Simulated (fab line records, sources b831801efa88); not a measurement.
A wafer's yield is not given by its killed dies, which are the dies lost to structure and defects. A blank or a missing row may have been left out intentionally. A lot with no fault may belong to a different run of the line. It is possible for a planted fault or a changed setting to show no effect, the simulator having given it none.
A struck lot beside a sound one / flow gf180mcu / 16 out of 602 route steps
Sound: these wafers, L492.1, L492.3, L492.6. Wafers struck: L511.3, L511.4, L511.5. The cause comes at the end.
At each step with rows: each side's tool, then ch and its chambers, then its first start. Under that, the readings that differ: sound wafers / struck wafers / difference of the means / sigmas: that difference in standard deviations of wafers without a fault.
alike: readings with means less than 2 such deviations apart, plus words and numbers identical on both sides. not compared: withheld readings, readings lacking a value on some wafer, bounds such as >300 that could conceal the same value, and numbers that have no deviation in the record and whose values overlap.
Wherever a step has rows on one side only, a row that says differs or no value, or a row with sigmas, the two part there. Numbers that have no deviation but don't overlap get no sigmas and don't part them. A reading missing from all wafers of one side parts the sides only when that side holds two or more wafers.

first, 5 steps without rows for these wafers: GF_M5_COAT_02 (resist thk 1000 nm); GF_M5_SOFTBAKE_03 (time 60 s); GF_M5_EXPOSE_04 (exposes mask Metal5, target cd 280 nm); GF_M5_PEB_05 (peb time 90 s); GF_M5_DEVELOP_06 (develop time 60 s).
GF_M5_CD_MEAS_07 targets a cd of 280 nm.
  struck on cd_sem-01, day 32 04:36; sound on cd_sem-01, day 27 04:32
  alike: cd_nm
GF_M5_OVL_MEAS_08:
  struck on overlay-02, day 32 04:41; sound on overlay-02, day 27 04:39
  alike: M5_OVL
GF_M5_ETCH_09: etches Si3N4 in CF4/O2, target depth 52 nm, time 11.6 s.
  sound on rie_diel-03 ch 2,3, day 27 04:41; struck on rie_diel-01 ch 1,2, day 32 04:43
  alike: drypump_motor_current_A, oes_product_au, throttle_valve_pct
  not compared: rf_hours_counter_h
GF_M5_METAL_ETCH_10: etches the open film in Cl2/BCl3, stops on SiO2, target depth 750.8 nm, time 125.1 s.
  sound on rie_metal-02 ch 0, day 27 04:43; struck on rie_metal-03 ch 0,1, day 32 04:47
  alike: drypump_motor_current_A, mfc_cl2_sccm, oes_product_au, throttle_valve_pct
  not compared: rf_hours_counter_h
GF_M5_STRIP_11: strips in O2/N2.
  sound on plasma_asher-02 ch 0,1, day 27 04:50; struck on plasma_asher-02 ch 0,1, day 32 04:54
  alike: drypump_motor_current_A, heater_power_w, oes_product_au, strip_time_to_endpoint_s
  not compared: rf_hours_counter_h
then, 2 steps without rows for these wafers: GF_M5_STRIP_12 (strips in post etch residue remover, time 1200 s); GF_M5_CLEAN_13 (cleans in DIW).
GF_V5_CVD_00: deposits SiO2, target thk 300 nm, time 52.32 s.
  sound on hdpcvd-01 ch 0,1, day 27 05:25; struck on hdpcvd-01 ch 0,1,2, day 32 05:24
  alike: sih4_flow_sccm
GF_V5_THK_MEAS_01:
  struck on film_metro-03, day 32 05:28; sound on film_metro-03, day 27 05:27
reading=V5_CVD_00_THK (nm); sound=319 318 317; struck=249 254 250; difference=-67; sigmas=-19
GF_V5_CVD_02: deposits SiO2 from TEOS, target thk 1450 nm, time 163.28 s.
  sound on pecvd-04 ch 1,2, day 27 05:31; struck on pecvd-03 ch 0,1, day 32 05:30
  alike: heater_power_outer_w, heater_power_w
-- the record jumps here: 2 days lie between the struck wafers' starts before and after (it left off in module V5 and takes up again in module PASSIVATION, whose first step shown is number 602 of the route) --
GF_PASSIVATION_PROBE_99:
  only the struck wafers here have rows in the record (prober-02, day 34 10:22); the sound ones have none

WHERE THEY PART
First at GF_V5_THK_MEAS_01; last, within this record, at GF_PASSIVATION_PROBE_99.

WHY: the cause the simulator had injected
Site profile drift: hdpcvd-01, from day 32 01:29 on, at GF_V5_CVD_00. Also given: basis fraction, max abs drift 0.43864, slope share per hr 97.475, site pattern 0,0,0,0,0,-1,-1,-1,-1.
